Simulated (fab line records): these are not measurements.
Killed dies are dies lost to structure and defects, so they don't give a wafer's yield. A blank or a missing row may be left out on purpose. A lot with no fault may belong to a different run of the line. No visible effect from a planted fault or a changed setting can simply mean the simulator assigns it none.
One fault seen from 2 desks + flow sky130 + every desk sees just its own numbers, and what lay behind them comes last

== TOOL OWNER'S DESK, rieDiel-02 ==
The tool's own readings at SKY_FIELD_ISO_ETCH_14 (etches BARC in N2/H2, stops on SiO2, time 45.9 s, target depth 60 nm): means of the sampled wafers that have a number, for each lot that ran on this tool. Marked OUT: a lot whose mean sits more than 4 standard deviations from the usual mean, which makes it out of limits; the brackets give that distance.
Columns: A = drypumpMotorCurrentA at SKY_FIELD_ISO_ETCH_14, usual 5.8 A; B = oesProductAu at SKY_FIELD_ISO_ETCH_14, usual 0.854 a.u.; C = runLengthS at SKY_FIELD_ISO_ETCH_14, usual 74.1 s; D = throttleValvePct at SKY_FIELD_ISO_ETCH_14, usual 13.224 %
| lot  | first seen here | A   | B               | C               | D      |
|------|-----------------|-----|-----------------|-----------------|--------|
| L861 | day 2 10:00     | 5.5 | 0.857           | 74.4            | 13.223 |
| L866 | day 3 11:43     | 5.5 | 0.854           | 74.6            | 13.220 |
| L868 | day 3 22:15     | 5.6 | 0.851           | 74.5            | 13.225 |
| L872 | day 4 18:51     | 5.5 | 0.785 (-15) OUT | 84.9 (+20) OUT  | 13.220 |
| L873 | day 5 00:24     | 5.7 | 0.664 (-42) OUT | 106.6 (+60) OUT | 13.207 |
| L875 | day 5 13:01     | 5.5 | 0.758 (-21) OUT | 90.7 (+31) OUT  | 13.211 |
This desk's verdict: out of limits on L872, L873, L875, starting with L872 at day 4 18:51 (oesProductAu at SKY_FIELD_ISO_ETCH_14). In limits: L861, L866, L868.

== FROM THE METROLOGY DESK ==
Lot by lot, what the gauges showed, no matter which tool ran the lot: averages of those sampled wafers that carry a number. Marked OUT: a lot whose mean sits more than 4 standard deviations from the usual mean, which makes it out of limits; the brackets give that distance.
Columns: A = NWELL_RS at SKY_NWELL_RS_MEAS_29, usual 625.4 ohm/sq; B = VT_ADJUST_LVTN_TW at SKY_VT_ADJUST_LVTN_TW_MEAS_10, usual 241.2; C = LI_CONTACT_BOW at SKY_LI_CONTACT_BOW_MEAS_03, usual 54 um
| lot  | first seen here | A     | B     | C  |
|------|-----------------|-------|-------|----|
| L861 | day 5 13:11     | 625.1 | 242.7 | 57 |
| L864 | day 6 08:08     | 625.1 | 242.3 | 50 |
| L866 | day 6 19:23     | 625.1 | 242.5 | 57 |
| L868 | day 7 05:58     | 626.5 | 242.5 | 54 |
| L872 | day 8 06:10     | 623.9 | 243.3 | 55 |
| L873 | day 8 13:16     | 624.6 | 238.4 | 60 |
| L875 | day 9 05:17     | 626.3 | 239.6 | 52 |
| L879 | day 10 12:23    | 625.3 | 239.4 | 49 |
| L880 | day 10 13:54    | 625.8 | 243.8 | 55 |
| L882 | day 11 04:22    | 627.9 | 243.1 | 55 |
| L883 | day 11 06:17    | 626.0 | 241.7 | 50 |
Result from this desk: across the 11 lots, nothing is out of limits.

== ALL TOGETHER ==
At day 4 18:51, on L872, L873, L875, the tool owner's desk was in a position to raise an alarm.
Metrology desk: nothing out of limits seen.
The metrology desk has L872, L873, L875 on record, within its limits.
Of the lots named, all ran SKY_FIELD_ISO_ETCH_14 on rieDiel-02.

== WHAT HAD BEEN PUT IN BY THE SIMULATOR ==
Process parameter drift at SKY_FIELD_ISO_ETCH_14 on rieDiel-02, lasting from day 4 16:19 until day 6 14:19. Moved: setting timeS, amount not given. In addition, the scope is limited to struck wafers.
Shown lots that were struck: L872, L873, L875.
How many hours passed from the start of the fault until each desk's first out-of-limits reading: the tool owner's desk, 3.
